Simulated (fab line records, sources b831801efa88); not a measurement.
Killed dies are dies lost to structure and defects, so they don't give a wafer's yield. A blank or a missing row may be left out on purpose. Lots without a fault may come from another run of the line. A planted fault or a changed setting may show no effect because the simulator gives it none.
Which tool did it? | flow sfq_line | 14 lots, 42 wafers sampled, at 2 steps of a route of 325

WHAT THE GAUGES READ, wafer by wafer
SFQ_M3_RS_MEAS_919: measures by four-point-probe. Usual: M3_NB_RS 0.889 ohm/sq, standard deviation 0.012.
lot  | measured     | on            | M3_NB_RS (ohm/sq) | flag
L244 | day 23 03:43 | film_metro-02 | 0.875 0.878 0.875 |
L246 | day 24 03:14 | film_metro-02 | 0.861 0.890 0.859 |
L247 | day 24 15:07 | film_metro-02 | 0.872 0.913 0.900 |
L249 | day 25 06:40 | film_metro-02 | 0.881 0.881 0.872 |
L250 | day 25 12:40 | film_metro-01 | 0.896 0.893 0.883 |
L252 | day 26 09:01 | film_metro-02 | 0.871 0.907 0.874 |
L253 | day 26 11:22 | film_metro-04 | 0.885 0.866 0.882 |
L257 | day 27 18:34 | film_metro-01 | 0.885 0.904 0.901 |
L260 | day 28 18:55 | film_metro-02 | 1.045 1.062 1.051 | OFF
L261 | day 28 23:41 | film_metro-02 | 1.052 1.015 1.019 | OFF
L262 | day 29 14:05 | film_metro-02 | 0.895 0.891 0.891 |
L264 | day 30 11:40 | film_metro-02 | 0.876 0.886 0.881 |
L265 | day 30 16:29 | film_metro-01 | 0.890 0.894 0.887 |
L266 | day 30 23:40 | film_metro-01 | 0.882 0.886 0.877 |

WHICH TOOL RAN EACH LOT (tool, then ch and the chambers of the sampled wafers, then the start)
lot  | SFQ_TRILAYER_M3_DEP_SPUTTER_073
L244 | pvd_sputter-05, day 23 03:38
L246 | pvd_sputter-06, day 24 03:08
L247 | pvd_sputter-06, day 24 14:58
L249 | pvd_sputter-04, day 25 06:34
L250 | pvd_sputter-04, day 25 12:34
L252 | pvd_sputter-06, day 26 08:52
L253 | pvd_sputter-05, day 26 11:16
L257 | pvd_sputter-05, day 27 18:28
L260 | pvd_sputter-06, day 28 18:47
L261 | pvd_sputter-06, day 28 23:36
L262 | pvd_sputter-04, day 29 13:58
L264 | pvd_sputter-04, day 30 11:34
L265 | pvd_sputter-05, day 30 16:22
L266 | pvd_sputter-04, day 30 23:35
- SFQ_TRILAYER_M3_DEP_SPUTTER_073: material Nb, target thk 200 nm, time 133.3 s.

WHAT THE TOOLS THEMSELVES READ (means of the sampled wafers that have a number; where no wafer has one, the mark that the record gives instead)
SFQ_TRILAYER_M3_DEP_SPUTTER_073. Usual: resputter_cathode_voltage_v 400 V, standard deviation 4.3; throttle_valve_pct 30.5 %, standard deviation 1.1.
lot  | tool           | resputter_cathode_voltage_v (V) | throttle_valve_pct (%) | flag
L244 | pvd_sputter-05 | 396                             | 30.9                   |
L246 | pvd_sputter-06 | 401                             | 28.6                   |
L247 | pvd_sputter-06 | 400                             | 29.7                   |
L249 | pvd_sputter-04 | 406                             | 30.9                   |
L250 | pvd_sputter-04 | 399                             | 30.5                   |
L252 | pvd_sputter-06 | 400                             | 28.5                   |
L253 | pvd_sputter-05 | 400                             | 30.7                   |
L257 | pvd_sputter-05 | 398                             | 31.4                   |
L260 | pvd_sputter-06 | 400                             | 29.5                   |
L261 | pvd_sputter-06 | 401                             | 29.2                   |
L262 | pvd_sputter-04 | 397                             | 31.1                   |
L264 | pvd_sputter-04 | 396                             | 30.9                   |
L265 | pvd_sputter-05 | 400                             | 30.8                   |
L266 | pvd_sputter-04 | 399                             | 31.4                   |

THE ANSWER, worked out from the rows above alone
Rule: a lot is off if the mean of its wafers that have a number lies more than 3 standard deviations from the usual mean. A lot without any number at a reading at which 4 lots or more have one is off too. The other lots that the step has rows for count as sound. The gauges are gone through in route order, then the tools' own readings, and for those a lot's mean is taken as printed above. The first step at which some lot is off is used, and at that step the reading that is off furthest; a lot without a number counts as furthest.
Off: L260, L261, at SFQ_M3_RS_MEAS_919 (M3_NB_RS).
A tool fits if, at a process step before that reading, it ran every lot that is off, and no sound lot after the first of them. The gauges at SFQ_M3_RS_MEAS_919 are tried like those tools. One fits: pvd_sputter-06 at SFQ_TRILAYER_M3_DEP_SPUTTER_073. Its last sound lot is L252 (day 26 08:52), its first lot that is off L260 (day 28 18:47): a fault that began between those two fits.

WHAT THE SIMULATOR HAD PUT IN
Process parameter drift: pvd_sputter-06, from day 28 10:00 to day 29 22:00, at SFQ_TRILAYER_M3_DEP_SPUTTER_073. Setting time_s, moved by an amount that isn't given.
Lots struck among those shown: L260, L261. The rule above found the same.
